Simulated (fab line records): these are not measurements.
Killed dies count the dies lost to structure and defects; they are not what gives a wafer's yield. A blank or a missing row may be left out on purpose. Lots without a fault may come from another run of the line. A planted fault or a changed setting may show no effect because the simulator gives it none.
Shared-tool check + flow sky130 + 11 lots and 33 wafers in the sample

WHAT PROMPTED THE OPENING
Of 11 lots, 2 have the reading LDD_N_TW flagged at SKY_LDD_N_TW_MEAS_17. No-fault wafers: 2583, standard deviation 31.
Rule: a lot is flagged in two cases, either no wafer of it has a number, or all its wafers with numbers fall more than 4 standard deviations from that mean. All remaining lots are regarded as sound.

| lot  | measured     | on            | LDD_N_TW, wafer by wafer | flag    |
|------|--------------|---------------|--------------------------|---------|
| L483 | day 19 09:44 | film-metro-02 | 2617 2630 2616           |         |
| L484 | day 19 18:35 | film-metro-03 | 2546 2536 2535           |         |
| L487 | day 20 22:17 | film-metro-04 | 2617 2627 2637           |         |
| L488 | day 21 07:58 | film-metro-02 | 2591 2588 2587           |         |
| L491 | day 22 06:11 | film-metro-04 | 2592 2588 2589           |         |
| L494 | day 23 09:19 | film-metro-04 | 2582 2601 2583           |         |
| L495 | day 23 17:14 | film-metro-04 | 2891 2900 2891           | FLAGGED |
| L497 | day 24 15:59 | film-metro-04 | 2902 2881 2881           | FLAGGED |
| L500 | day 26 04:17 | film-metro-04 | 2592 2596 2603           |         |
| L501 | day 26 06:04 | film-metro-02 | 2611 2592 2606           |         |
| L502 | day 27 00:32 | film-metro-02 | 2601 2600 2597           |         |
On average the flagged lots' numbers are 2891, which is +308 against the usual, or +10 standard deviations.

TOOL THAT RAN EACH LOT
The record holds 2 process steps before the reading, out of a route of 708 steps. Read each cell as the tool, then ch plus the chambers that the sampled wafers visited, then the start.
| lot  | flag    | SKY_LDD_N_IMPLANT_10            | SKY_LDD_N_STRIP_16                   |
|------|---------|---------------------------------|--------------------------------------|
| L483 |         | implanter-01 ch 0, day 19 08:46 | plasma-asher-01 ch 0,1, day 19 09:39 |
| L484 |         | implanter-01 ch 0, day 19 17:38 | plasma-asher-02 ch 0,1, day 19 18:30 |
| L487 |         | implanter-02 ch 0, day 20 21:17 | plasma-asher-03 ch 0,1, day 20 22:10 |
| L488 |         | implanter-04 ch 0, day 21 06:58 | plasma-asher-01 ch 0,1, day 21 07:52 |
| L491 |         | implanter-04 ch 0, day 22 05:13 | plasma-asher-03 ch 0,1, day 22 06:06 |
| L494 |         | implanter-04 ch 0, day 23 08:19 | plasma-asher-02 ch 0,1, day 23 09:13 |
| L495 | FLAGGED | implanter-04 ch 0, day 23 16:14 | plasma-asher-03 ch 0,1, day 23 17:07 |
| L497 | FLAGGED | implanter-04 ch 0, day 24 14:59 | plasma-asher-02 ch 0,1, day 24 15:53 |
| L500 |         | implanter-01 ch 0, day 26 03:17 | plasma-asher-03 ch 0,1, day 26 04:11 |
| L501 |         | implanter-02 ch 0, day 26 05:04 | plasma-asher-01 ch 0,1, day 26 05:58 |
| L502 |         | implanter-02 ch 0, day 26 23:34 | plasma-asher-03 ch 0,1, day 27 00:27 |
What the steps here do:
- SKY_LDD_N_IMPLANT_10
- SKY_LDD_N_STRIP_16: strips in O2/N2.
- SKY_LDD_N_TW_MEAS_17

FLAGGED OVER TOTAL, TOOL BY TOOL (the gauges that took the reading come last)
| step                 | tool            | lots run | flagged | share of the flagged lots | sound lots run after its first flagged lot |
|----------------------|-----------------|----------|---------|---------------------------|--------------------------------------------|
| SKY_LDD_N_IMPLANT_10 | implanter-01    | 3        | 0       | none                      | -                                          |
| SKY_LDD_N_IMPLANT_10 | implanter-02    | 3        | 0       | none                      | -                                          |
| SKY_LDD_N_IMPLANT_10 | implanter-04    | 5        | 2       | all                       | 0                                          |
| SKY_LDD_N_STRIP_16   | plasma-asher-01 | 3        | 0       | none                      | -                                          |
| SKY_LDD_N_STRIP_16   | plasma-asher-02 | 3        | 1       | some                      | 0                                          |
| SKY_LDD_N_STRIP_16   | plasma-asher-03 | 5        | 1       | some                      | 2 (L500,L502)                              |
| SKY_LDD_N_TW_MEAS_17 | film-metro-02   | 4        | 0       | none                      | -                                          |
| SKY_LDD_N_TW_MEAS_17 | film-metro-03   | 1        | 0       | none                      | -                                          |
| SKY_LDD_N_TW_MEAS_17 | film-metro-04   | 6        | 2       | all                       | 1 (L500)                                   |

WHAT THE TABLE ALLOWS
implanter-04 at SKY_LDD_N_IMPLANT_10 and film-metro-04 at SKY_LDD_N_TW_MEAS_17 are the 2 rows of the table that ran each flagged lot.
- implanter-04 at SKY_LDD_N_IMPLANT_10 ran 5 lots, 2 of them flagged. A fault beginning between L494 (day 23 08:19), its last sound lot, and L495 (day 23 16:14), its first flagged one, fits the data. Its own readings lie more than 4 standard deviations out on every wafer of the flagged lots: beam-on-s, dose-ions-cm2, faraday-current-uA.
- film-metro-04 at SKY_LDD_N_TW_MEAS_17 ran 6 lots, 2 of them flagged. Sound lots ran on it after the first flagged one (L500), which a lasting fault on the whole tool wouldn't allow.
What remains is a single tool, implanter-04 at SKY_LDD_N_IMPLANT_10.

WHAT THE SIMULATOR HAD INSERTED
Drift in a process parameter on implanter-04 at SKY_LDD_N_IMPLANT_10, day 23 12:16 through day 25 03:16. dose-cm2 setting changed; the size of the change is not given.
Struck lots among those shown: L495, L497. The rule given above showed the same thing.
